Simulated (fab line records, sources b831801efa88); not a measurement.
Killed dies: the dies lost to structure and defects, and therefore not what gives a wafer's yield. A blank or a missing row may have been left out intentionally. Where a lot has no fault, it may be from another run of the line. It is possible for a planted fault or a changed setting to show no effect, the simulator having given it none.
fab line records	flow gf180mcu
record lots=24	wafers=72	last_day=34
route steps=602 shown DNWELL@40 VT_IMPLANT@97 SALICIDE@286 M2@363 M3@412 V5@545
lots with no fault: from the same line, run without faults
start_h: hours from the record's first day to the start of the lot's first wafer shown	wait_h: how many hours have passed since the lot's step before this one	" identical to the entry in the row above	L1.1+2: a single row standing in for several wafers	- no value, or no start given	* or withheld: withheld	< > ~ a bound
route shown NAME@n: NAME is a module with steps in the file, n the number in the route of the first one	usual: mean and standard deviation over wafers with no fault	same: alike in all rows	chamber/n: place in a boat	sites: the reading at each site	_std_site: their standard deviation	_edge_site: inner sites' mean taken away from outer sites' mean	radius_mm: how far each site lies from the wafer's centre	mask NAME#n: copy n	behind: tool/chamber where the wafer was last shaped	hold: reason for holding the lot/hours on hold/outcome of the hold	device: names the non-switching transistor (n, p or np)	end of line: the tests these same wafers got at the end of their route	a step given without rows: its recipe and nothing more	killed: dies that structure and defects cost at the first sort, which is not the same as the wafer's yield	map: per-die view of a wafer (x killed, . not killed, _ where there is no die)
set.NAME: the run value of the setting; set.NAME@STEP: its run value at that earlier step	model.NAME: the simulator's own value behind a step, which no gauge read
one table for each step of the route and one row for each wafer, over a sample of lots
services: from which hour (start_h, from the record's first day; less than 0 if before it) a tool's chamber was out of use, for how many hours, and why
## steps
# step GF_DNWELL_STRIP_08
# recipe chemistry=O2/N2	power_w=1400	pressure_mtorr=1500	platen_temp_c=250	o2_flow_sccm=3000	n2_flow_sccm=300	overash_fraction=0.5
# usual drypump_motor_current_A=5.72/0.25	heater_power_w=306/26	oes_product_au=0.723/0.0051	strip_time_to_endpoint_s=36.96/0.11
# same overash_fraction=0.5
lot.wafer	tool	chamber	start_h	wait_h	drypump_motor_current_A	heater_power_w	oes_product_au	rf_hours_counter_h	strip_time_to_endpoint_s
L074.2	plasma_asher-04	0	46.75	0.1	5.83	338	0.731	36	37.00
L074.3	"	0	"	"	5.82	332	0.722	-	36.98
L074.5	"	1	"	"	5.91	331	0.724	-	37.01
L075.1	plasma_asher-04	1	50.90	0.1	5.90	340	0.728	36	36.92
L075.2	"	0	"	"	5.84	328	0.724	36	36.96
L075.3	"	1	"	"	5.92	342	0.720	-	36.93
L076.2	plasma_asher-01	1	56.53	0.1	5.42	300	0.725	27	37.02
L076.5	"	1	"	"	5.39	299	0.729	-	37.06
L076.6	"	0	"	"	5.85	276	0.715	-	36.95
L077.1	plasma_asher-04	1	62.74	0.1	5.92	339	0.723	37	37.06
L077.4	"	0	"	"	5.83	326	0.729	-	37.05
L077.5	"	1	"	"	5.92	333	0.723	-	37.04
L078.2	plasma_asher-04	1	65.78	0.1	5.92	346	0.723	38	36.89
L078.4	"	0	"	"	5.82	325	0.729	-	36.77
L078.6	"	0	"	"	5.82	325	0.723	-	36.89
L079.1	plasma_asher-04	0	69.13	0.1	5.81	323	0.725	38	36.91
L079.3	"	1	"	"	5.89	340	0.725	-	36.92
L079.4	"	0	"	"	5.83	327	0.718	-	36.91
L080.2	plasma_asher-01	1	76.75	0.1	5.41	308	0.728	29	36.94
L080.3	"	1	"	"	5.41	305	0.724	-	36.95
L080.4	"	0	"	"	5.86	263	0.726	-	36.85
L081.1	plasma_asher-01	1	81.89	0.1	5.42	304	0.725	29	36.94
L081.2	"	0	"	"	5.85	273	0.724	29	37.01
L081.6	"	1	"	"	5.41	303	0.724	-	36.93
L082.1	plasma_asher-01	1	84.89	0.1	5.41	301	0.725	30	36.96
L082.3	"	0	"	"	5.87	282	0.729	-	36.95
L082.4	"	1	"	"	5.39	305	0.729	-	37.02
L083.1	plasma_asher-01	0	90.18	0.1	5.85	263	0.718	30	36.83
L083.4	"	1	"	"	5.42	305	0.720	-	36.86
L083.5	"	0	"	"	5.86	270	0.715	-	36.87
L084.1	plasma_asher-04	0	97.84	0.1	5.83	325	0.725	41	36.98
L084.3	"	0	"	"	5.84	320	0.724	-	36.89
L084.4	"	1	"	"	5.93	328	0.716	-	37.02
L085.2	plasma_asher-01	1	102.89	0.1	5.42	298	0.716	32	37.16
L085.5	"	1	"	"	5.41	300	0.725	-	37.09
L085.6	"	0	"	"	5.86	273	0.715	-	37.19
L086.1	plasma_asher-01	1	108.69	0.1	5.40	310	0.726	32	36.99
L086.3	"	1	"	"	5.41	306	0.717	-	37.02
L086.5	"	1	"	"	5.42	303	0.723	-	37.10
L087.1	plasma_asher-01	1	112.19	0.1	5.42	304	0.723	33	36.91
L087.3	"	0	"	"	5.87	275	0.714	-	36.89
L087.4	"	1	"	"	5.41	300	0.722	-	36.90
L088.1	plasma_asher-01	0	118.19	0.1	5.82	274	0.716	33	36.84
L088.3	"	0	"	"	5.84	276	0.719	-	36.88
L088.6	"	0	"	"	5.83	273	0.723	-	36.85
L089.1	plasma_asher-01	1	123.59	0.1	5.39	310	0.728	34	36.97
L089.3	"	0	"	"	5.86	277	0.726	-	36.94
L089.6	"	1	"	"	5.42	302	0.718	-	36.83
L090.3	plasma_asher-01	0	128.08	0.1	5.85	270	0.724	-	36.76
L090.4	"	1	"	"	5.41	306	0.724	-	36.83
L090.5	"	1	"	"	5.39	302	0.729	-	36.73
L091.3	plasma_asher-01	0	134.41	0.1	5.83	265	0.722	-	36.86
L091.4	"	1	"	"	5.41	298	0.728	-	36.93
L091.6	"	1	"	"	5.42	309	0.721	-	36.85
L092.3	plasma_asher-03	0	139.53	0.1	6.27	356	0.726	-	36.82
L092.5	"	0	"	"	6.25	346	0.723	-	36.86
L092.6	"	1	"	"	5.19	331	0.718	-	36.88
L093.2	plasma_asher-04	1	143.44	0.1	5.91	341	0.727	46	36.89
L093.5	"	1	"	"	5.91	341	0.715	-	36.84
L093.6	"	0	"	"	5.84	322	0.722	-	36.89
L094.1	plasma_asher-01	0	148.78	0.1	5.84	270	0.720	36	37.16
L094.4	"	1	"	"	5.39	310	0.708	-	37.15
L094.5	"	1	"	"	5.40	305	0.720	-	37.11
L095.4	plasma_asher-01	1	154.13	0.1	5.42	305	0.722	-	37.02
L095.5	"	0	"	"	5.84	272	0.725	-	36.98
L095.6	"	1	"	"	5.40	307	0.734	-	36.96
L096.1	plasma_asher-04	0	159.89	0.1	5.84	322	0.717	48	36.88
L096.3	"	0	"	"	5.83	317	0.723	-	36.92
L096.6	"	1	"	"	5.92	331	0.719	-	36.92
L097.1	plasma_asher-03	0	164.39	0.1	6.25	361	0.730	5	37.10
L097.2	"	1	"	"	5.22	329	0.714	5	37.11
L097.3	"	0	"	"	6.24	355	0.714	-	37.06
# step GF_VT_IMPLANT_OVL_MEAS_07
# usual VT_IMPLANT_OVL=-0.1/1.1
lot.wafer	tool	chamber	start_h	wait_h	VT_IMPLANT_OVL[nm]
L074.2	overlay-02	-	116.28	0.1	1.2
L074.3	"	-	"	"	0.4
L074.5	"	-	"	"	0.2
L075.1	overlay-02	-	121.58	0.1	-2.7
L075.2	"	-	"	"	-2.8
L075.3	"	-	"	"	-1.3
L076.2	overlay-02	-	128.45	0.1	-0.4
L076.5	"	-	"	"	-0.5
L076.6	"	-	"	"	-2.3
L077.1	overlay-02	-	135.13	0.1	1.5
L077.4	"	-	"	"	0.0
L077.5	"	-	"	"	2.2
L078.2	overlay-01	-	138.84	0.1	1.1
L078.4	"	-	"	"	1.3
L078.6	"	-	"	"	0.4
L079.1	overlay-01	-	142.18	0.1	1.0
L079.3	"	-	"	"	0.7
L079.4	"	-	"	"	-0.4
L080.2	overlay-01	-	154.85	0.1	0.6
L080.3	"	-	"	"	0.3
L080.4	"	-	"	"	0.2
L081.1	overlay-01	-	157.89	0.1	1.3
L081.2	"	-	"	"	0.9
L081.6	"	-	"	"	0.3
L082.1	overlay-02	-	162.34	0.1	-1.1
L082.3	"	-	"	"	1.1
L082.4	"	-	"	"	-0.7
L083.1	overlay-01	-	167.39	0.1	-0.6
L083.4	"	-	"	"	-0.4
L083.5	"	-	"	"	-0.6
L084.1	overlay-01	-	177.59	0.1	1.0
L084.3	"	-	"	"	0.4
L084.4	"	-	"	"	-0.5
L085.2	overlay-01	-	182.00	0.1	-0.7
L085.5	"	-	"	"	-0.8
L085.6	"	-	"	"	-0.2
L086.1	overlay-01	-	189.04	0.1	-1.3
L086.3	"	-	"	"	-1.0
L086.5	"	-	"	"	-1.0
L087.1	overlay-01	-	193.77	0.1	-1.2
L087.3	"	-	"	"	1.1
L087.4	"	-	"	"	0.6
L088.1	overlay-02	-	200.34	0.1	-0.7
L088.3	"	-	"	"	0.6
L088.6	"	-	"	"	0.9
L089.1	overlay-01	-	207.79	0.1	-0.1
L089.3	"	-	"	"	-0.1
L089.6	"	-	"	"	-0.8
L090.3	overlay-02	-	213.30	0.1	-1.7
L090.4	"	-	"	"	0.6
L090.5	"	-	"	"	1.3
L091.3	overlay-02	-	219.24	0.1	-0.5
L091.4	"	-	"	"	-1.6
L091.6	"	-	"	"	-1.5
L092.3	overlay-02	-	224.75	0.1	-1.7
L092.5	"	-	"	"	-1.0
L092.6	"	-	"	"	-0.9
L093.2	overlay-01	-	229.85	0.1	-0.6
L093.5	"	-	"	"	-0.3
L093.6	"	-	"	"	-1.1
L094.1	overlay-02	-	235.72	0.1	-1.5
L094.4	"	-	"	"	-0.8
L094.5	"	-	"	"	0.6
L095.4	overlay-02	-	242.36	0.1	-0.7
L095.5	"	-	"	"	0.1
L095.6	"	-	"	"	-1.2
L096.1	overlay-02	-	248.13	0.1	1.2
L096.3	"	-	"	"	-1.0
L096.6	"	-	"	"	-0.6
L097.1	overlay-01	-	253.82	0.1	1.7
L097.2	"	-	"	"	2.1
L097.3	"	-	"	"	1.8
# step GF_SALICIDE_RTA_08
# recipe temp_c=800	time_s=30	ambient=N2
# usual lamp_power_pct=17.0/0.89	wafer_temp_C_max=802.6/0.6
lot.wafer	tool	chamber	start_h	wait_h	lamp_power_pct	wafer_temp_C_max
L074.2	rtp_anneal-02	0	351.18	0.0	17.8	803.0
L074.3	"	0	"	"	17.8	802.4
L074.5	"	0	"	"	17.8	802.3
L075.1	rtp_anneal-02	0	356.04	0.0	17.8	802.1
L075.2	"	0	"	"	17.8	802.5
L075.3	"	0	"	"	17.8	802.2
L076.2	rtp_anneal-01	0	366.27	0.0	16.0	803.9
L076.5	"	0	"	"	16.0	802.9
L076.6	"	0	"	"	16.0	802.7
L077.1	rtp_anneal-02	0	379.45	0.0	17.8	803.4
L077.4	"	0	"	"	17.8	802.5
L077.5	"	0	"	"	17.8	802.5
L078.2	rtp_anneal-01	0	384.18	0.0	16.0	803.2
L078.4	"	0	"	"	16.0	802.7
L078.6	"	0	"	"	16.0	801.9
L079.1	rtp_anneal-01	0	388.06	0.0	16.0	803.2
L079.3	"	0	"	"	16.0	803.0
L079.4	"	0	"	"	16.0	802.8
L081.1	rtp_anneal-02	0	410.19	0.0	17.8	802.4
L081.2	"	0	"	"	17.8	802.2
L081.6	"	0	"	"	17.8	801.8
L080.2	rtp_anneal-02	0	411.03	0.0	17.8	802.9
L080.3	"	0	"	"	17.8	801.4
L080.4	"	0	"	"	17.8	802.8
L082.1	rtp_anneal-01	0	417.57	0.0	16.0	802.3
L082.3	"	0	"	"	16.0	803.1
L082.4	"	0	"	"	16.0	803.6
L083.1	rtp_anneal-01	0	422.18	0.0	16.0	801.9
L083.4	"	0	"	"	16.0	803.3
L083.5	"	0	"	"	16.0	802.3
L084.1	rtp_anneal-02	0	446.01	0.0	17.8	802.1
L084.3	"	0	"	"	17.8	802.2
L084.4	"	0	"	"	17.8	802.0
L085.2	rtp_anneal-02	0	447.92	0.0	17.8	801.9
L085.5	"	0	"	"	17.8	802.7
L085.6	"	0	"	"	17.8	803.2
L086.1	rtp_anneal-02	0	455.67	0.0	17.8	802.7
L086.3	"	0	"	"	17.8	804.0
L086.5	"	0	"	"	17.8	802.8
L087.1	rtp_anneal-02	0	465.82	0.0	17.8	801.2
L087.3	"	0	"	"	17.8	801.5
L087.4	"	0	"	"	17.8	802.7
L088.1	rtp_anneal-01	0	472.86	0.0	16.0	802.6
L088.3	"	0	"	"	16.0	803.9
L088.6	"	0	"	"	16.0	802.0
L089.1	rtp_anneal-02	0	479.42	0.0	17.8	802.9
L089.3	"	0	"	"	17.8	802.5
L089.6	"	0	"	"	17.8	802.9
L090.3	rtp_anneal-01	0	487.04	0.0	16.0	802.5
L090.4	"	0	"	"	16.0	802.7
L090.5	"	0	"	"	16.0	802.3
L091.3	rtp_anneal-01	0	496.30	0.0	16.0	803.2
L091.4	"	0	"	"	16.0	803.6
L091.6	"	0	"	"	16.0	803.0
L092.3	rtp_anneal-02	0	508.31	0.0	17.8	801.9
L092.5	"	0	"	"	17.8	802.6
L092.6	"	0	"	"	17.8	801.4
L093.2	rtp_anneal-01	0	510.97	0.0	16.0	803.5
L093.5	"	0	"	"	16.0	803.3
L093.6	"	0	"	"	16.0	803.0
L094.1	rtp_anneal-01	0	517.77	0.0	16.0	804.1
L094.4	"	0	"	"	16.0	803.2
L094.5	"	0	"	"	16.0	802.5
L095.4	rtp_anneal-02	0	524.71	0.1	17.8	802.4
L095.5	"	0	"	"	17.8	802.1
L095.6	"	0	"	"	17.8	803.1
L096.1	rtp_anneal-02	0	531.82	0.0	17.8	802.2
L096.3	"	0	"	"	17.8	802.5
L096.6	"	0	"	"	17.8	802.0
L097.1	rtp_anneal-02	0	535.56	0.0	17.8	801.3
L097.2	"	0	"	"	17.8	802.3
L097.3	"	0	"	"	17.8	801.7
# step GF_M2_SPUTTER_01
# recipe material=TiN	target_thk_nm=30	power_w=6500	time_s=25	chamber_pressure_pa=0.4
# usual throttle_valve_pct=30.6/1.2
lot.wafer	tool	chamber	start_h	wait_h	throttle_valve_pct
L074.2	pvd_sputter-01	-	425.01	0.1	30.4
L074.3	"	-	"	"	30.7
L074.5	"	-	"	"	30.7
L075.1	pvd_sputter-01	-	431.35	0.1	29.3
L075.2	"	-	"	"	30.5
L075.3	"	-	"	"	30.9
L076.2	pvd_sputter-03	-	442.03	0.1	31.2
L076.5	"	-	"	"	29.4
L076.6	"	-	"	"	30.8
L077.1	pvd_sputter-03	-	457.00	0.1	31.2
L077.4	"	-	"	"	30.7
L077.5	"	-	"	"	31.3
L078.2	pvd_sputter-03	-	461.85	0.1	31.0
L078.4	"	-	"	"	29.4
L078.6	"	-	"	"	31.5
L079.1	pvd_sputter-03	-	465.34	0.1	31.6
L079.3	"	-	"	"	30.5
L079.4	"	-	"	"	29.3
L081.1	pvd_sputter-04	-	489.86	0.1	29.9
L081.2	"	-	"	"	29.1
L081.6	"	-	"	"	33.3
L080.2	pvd_sputter-01	-	490.16	0.1	31.0
L080.3	"	-	"	"	29.6
L080.4	"	-	"	"	30.5
L082.1	pvd_sputter-04	-	495.49	0.1	33.4
L082.3	"	-	"	"	29.8
L082.4	"	-	"	"	30.3
L083.1	pvd_sputter-01	-	500.53	0.1	29.6
L083.4	"	-	"	"	29.6
L083.5	"	-	"	"	30.8
L084.1	pvd_sputter-03	-	523.40	0.1	30.6
L084.3	"	-	"	"	29.3
L084.4	"	-	"	"	31.2
L085.2	pvd_sputter-04	-	526.39	0.1	33.3
L085.5	"	-	"	"	28.9
L085.6	"	-	"	"	29.8
L086.1	pvd_sputter-01	-	532.82	0.1	29.5
L086.3	"	-	"	"	30.7
L086.5	"	-	"	"	30.6
L087.1	pvd_sputter-01	-	541.52	0.1	30.6
L087.3	"	-	"	"	29.6
L087.4	"	-	"	"	30.8
L088.1	pvd_sputter-01	-	549.55	0.1	30.7
L088.3	"	-	"	"	30.4
L088.6	"	-	"	"	30.8
L089.1	pvd_sputter-03	-	554.85	0.1	31.3
L089.3	"	-	"	"	31.2
L089.6	"	-	"	"	30.7
L090.3	pvd_sputter-03	-	561.14	0.1	31.5
L090.4	"	-	"	"	29.1
L090.5	"	-	"	"	31.3
L091.3	pvd_sputter-04	-	579.39	0.1	30.2
L091.4	"	-	"	"	33.4
L091.6	"	-	"	"	30.6
L092.3	pvd_sputter-04	-	582.27	0.1	29.7
L092.5	"	-	"	"	30.4
L092.6	"	-	"	"	33.4
L093.2	pvd_sputter-04	-	583.15	0.1	33.0
L093.5	"	-	"	"	30.2
L093.6	"	-	"	"	33.2
L094.1	pvd_sputter-04	-	588.84	0.1	30.4
L094.4	"	-	"	"	29.7
L094.5	"	-	"	"	33.4
L095.4	pvd_sputter-03	-	596.00	0.1	31.2
L095.5	"	-	"	"	31.3
L095.6	"	-	"	"	30.8
L096.1	pvd_sputter-04	-	604.27	0.1	29.1
L096.3	"	-	"	"	30.3
L096.6	"	-	"	"	29.6
L097.1	pvd_sputter-04	-	606.58	0.1	29.6
L097.2	"	-	"	"	30.4
L097.3	"	-	"	"	33.4
# step GF_M3_SPUTTER_03
# recipe material=Ti	target_thk_nm=10	substrate_temp_c=300	chamber_pressure_pa=0.3	power_w=3000	time_s=6.7
# usual substrate_temp_c=299.97/0.18	throttle_valve_pct=30.2/0.87
lot.wafer	tool	chamber	start_h	wait_h	substrate_temp_c	throttle_valve_pct
L074.2	pvd_sputter-02	-	478.12	0.0	299.85	28.6
L074.3	"	-	"	"	299.77	28.6
L074.5	"	-	"	"	300.30	29.7
L075.1	pvd_sputter-03	-	483.81	0.0	299.83	31.4
L075.2	"	-	"	"	299.87	30.8
L075.3	"	-	"	"	300.09	30.8
L076.2	pvd_sputter-01	-	494.77	0.0	299.75	30.5
L076.5	"	-	"	"	300.08	29.8
L076.6	"	-	"	"	300.16	30.6
L077.1	pvd_sputter-03	-	508.00	0.0	300.18	30.5
L077.4	"	-	"	"	300.25	31.1
L077.5	"	-	"	"	300.00	29.4
L078.2	pvd_sputter-03	-	513.64	0.0	299.90	30.7
L078.4	"	-	"	"	299.88	31.3
L078.6	"	-	"	"	300.33	29.3
L079.1	pvd_sputter-01	-	515.91	0.0	300.12	30.8
L079.3	"	-	"	"	299.93	30.5
L079.4	"	-	"	"	300.41	30.8
L081.1	pvd_sputter-01	-	540.25	0.0	300.14	30.5
L081.2	"	-	"	"	299.69	31.1
L081.6	"	-	"	"	299.99	30.6
L080.2	pvd_sputter-02	-	540.89	0.0	300.07	29.8
L080.3	"	-	"	"	299.97	29.6
L080.4	"	-	"	"	299.85	28.5
L082.1	pvd_sputter-01	-	545.19	0.0	299.66	30.5
L082.3	"	-	"	"	300.05	30.4
L082.4	"	-	"	"	299.82	30.4
L083.1	pvd_sputter-01	-	550.66	0.0	299.69	30.6
L083.4	"	-	"	"	299.92	30.7
L083.5	"	-	"	"	299.96	30.9
L084.1	pvd_sputter-01	-	579.65	0.0	300.01	29.6
L084.3	"	-	"	"	299.74	30.7
L084.4	"	-	"	"	300.21	31.0
L085.2	pvd_sputter-02	-	579.95	0.0	300.19	28.6
L085.5	"	-	"	"	300.10	28.6
L085.6	"	-	"	"	300.14	28.6
L086.1	pvd_sputter-01	-	582.03	0.0	299.95	30.6
L086.3	"	-	"	"	300.08	29.9
L086.5	"	-	"	"	300.21	30.7
L087.1	pvd_sputter-03	-	587.77	0.0	300.19	31.5
L087.3	"	-	"	"	300.02	30.9
L087.4	"	-	"	"	300.09	29.4
L088.1	pvd_sputter-03	-	595.20	0.0	300.16	31.5
L088.3	"	-	"	"	299.92	29.3
L088.6	"	-	"	"	300.18	29.3
L089.1	pvd_sputter-03	-	600.45	0.0	299.58	29.3
L089.3	"	-	"	"	299.83	31.4
L089.6	"	-	"	"	300.26	30.9
L090.3	pvd_sputter-01	-	607.56	0.0	300.05	29.5
L090.4	"	-	"	"	299.68	30.6
L090.5	"	-	"	"	300.36	30.3
L091.3	pvd_sputter-02	-	624.01	0.0	300.08	29.5
L091.4	"	-	"	"	300.23	28.4
L091.6	"	-	"	"	299.75	28.8
L092.3	pvd_sputter-02	-	628.19	0.0	299.88	29.6
L092.5	"	-	"	"	299.97	29.6
L092.6	"	-	"	"	300.20	28.5
L093.2	pvd_sputter-03	-	628.61	0.0	299.76	29.4
L093.5	"	-	"	"	299.81	30.9
L093.6	"	-	"	"	300.30	31.2
L094.1	pvd_sputter-02	-	634.36	0.0	299.89	28.3
L094.4	"	-	"	"	300.01	30.1
L094.5	"	-	"	"	300.04	28.6
L095.4	pvd_sputter-03	-	641.04	0.0	300.10	30.9
L095.5	"	-	"	"	299.90	30.9
L095.6	"	-	"	"	299.95	29.6
L096.1	pvd_sputter-03	-	648.39	0.0	299.86	30.7
L096.3	"	-	"	"	300.15	31.5
L096.6	"	-	"	"	299.73	31.4
L097.1	pvd_sputter-03	-	650.13	0.0	300.05	30.7
L097.2	"	-	"	"	299.94	31.1
L097.3	"	-	"	"	300.08	30.5
# step GF_V5_BOW_MEAS_05
# recipe mode=bow
# usual V5_BOW=132/10
lot.wafer	tool	chamber	start_h	wait_h	V5_BOW[um]
L074.2	film_metro-03	-	625.89	0.3	140
L074.3	"	-	"	"	131
L074.5	"	-	"	"	144
L075.1	film_metro-01	-	626.16	0.2	103
L075.2	"	-	"	"	120
L075.3	"	-	"	"	110
L076.2	film_metro-03	-	635.13	0.2	148
L076.5	"	-	"	"	125
L076.6	"	-	"	"	122
L077.1	film_metro-03	-	647.26	0.2	133
L077.4	"	-	"	"	134
L077.5	"	-	"	"	147
L078.2	film_metro-01	-	651.88	0.2	124
L078.4	"	-	"	"	115
L078.6	"	-	"	"	114
L079.1	film_metro-03	-	665.34	0.1	131
L079.3	"	-	"	"	135
L079.4	"	-	"	"	136
L081.1	film_metro-02	-	672.14	0.1	143
L081.2	"	-	"	"	144
L081.6	"	-	"	"	136
L080.2	film_metro-03	-	673.77	0.2	140
L080.3	"	-	"	"	137
L080.4	"	-	"	"	140
L082.1	film_metro-01	-	678.98	0.2	122
L082.3	"	-	"	"	117
L082.4	"	-	"	"	128
L083.1	film_metro-02	-	682.67	0.1	150
L083.4	"	-	"	"	139
L083.5	"	-	"	"	138
L085.2	film_metro-03	-	707.39	0.3	136
L085.5	"	-	"	"	124
L085.6	"	-	"	"	138
L084.1	film_metro-03	-	709.42	0.1	138
L084.3	"	-	"	"	131
L084.4	"	-	"	"	152
L086.1	film_metro-01	-	711.74	0.2	125
L086.3	"	-	"	"	121
L086.5	"	-	"	"	127
L087.1	film_metro-02	-	715.71	0.1	131
L087.3	"	-	"	"	139
L087.4	"	-	"	"	138
L088.1	film_metro-02	-	721.02	0.2	131
L088.3	"	-	"	"	140
L088.6	"	-	"	"	134
L089.1	film_metro-03	-	726.90	0.1	137
L089.3	"	-	"	"	143
L089.6	"	-	"	"	139
L090.3	film_metro-03	-	732.79	0.2	132
L090.4	"	-	"	"	134
L090.5	"	-	"	"	130
L091.3	film_metro-02	-	747.71	0.1	138
L091.4	"	-	"	"	147
L091.6	"	-	"	"	131
L092.3	film_metro-03	-	751.68	0.1	122
L092.5	"	-	"	"	119
L092.6	"	-	"	"	124
L093.2	film_metro-02	-	751.96	0.3	133
L093.5	"	-	"	"	123
L093.6	"	-	"	"	120
L094.1	film_metro-02	-	756.32	0.2	138
L094.4	"	-	"	"	126
L094.5	"	-	"	"	123
L095.4	film_metro-02	-	761.39	0.3	145
L095.5	"	-	"	"	141
L095.6	"	-	"	"	152
L096.1	film_metro-02	-	768.00	0.1	125
L096.3	"	-	"	"	134
L096.6	"	-	"	"	143
L097.1	film_metro-03	-	768.71	0.3	132
L097.2	"	-	"	"	132
L097.3	"	-	"	"	139
## services
tool	chamber	start_h	hours	kind
rtp_anneal-01	-	72.82	5.6	pm
pvd_sputter-02	-	89.89	9.4	repair
plasma_asher-03	-	108.75	9.0	pm
pvd_sputter-04	-	131.88	2.9	repair
pvd_sputter-03	-	152.59	1.2	repair
plasma_asher-03	-	172.32	1.6	repair
plasma_asher-03	-	190.13	2.8	pm
plasma_asher-01	-	204.14	14.6	pm
pvd_sputter-02	-	207.96	1.7	repair
pvd_sputter-04	-	208.29	0.8	repair
pvd_sputter-04	-	214.78	1.3	repair
rtp_anneal-02	-	239.86	5.8	pm
pvd_sputter-02	-	253.47	1.2	repair
plasma_asher-03	-	255.19	1.0	repair
plasma_asher-01	-	352.72	2.8	pm
plasma_asher-04	-	366.69	0.9	repair
pvd_sputter-03	-	418.68	2.6	repair
plasma_asher-04	-	464.47	2.4	repair
pvd_sputter-04	-	477.70	3.3	repair
plasma_asher-04	-	537.95	2.8	pm
pvd_sputter-01	-	557.31	3.1	repair
pvd_sputter-02	-	581.57	7.5	repair
pvd_sputter-01	-	588.58	15.1	repair
rtp_anneal-02	-	614.89	65.7	pm
## key
fault none
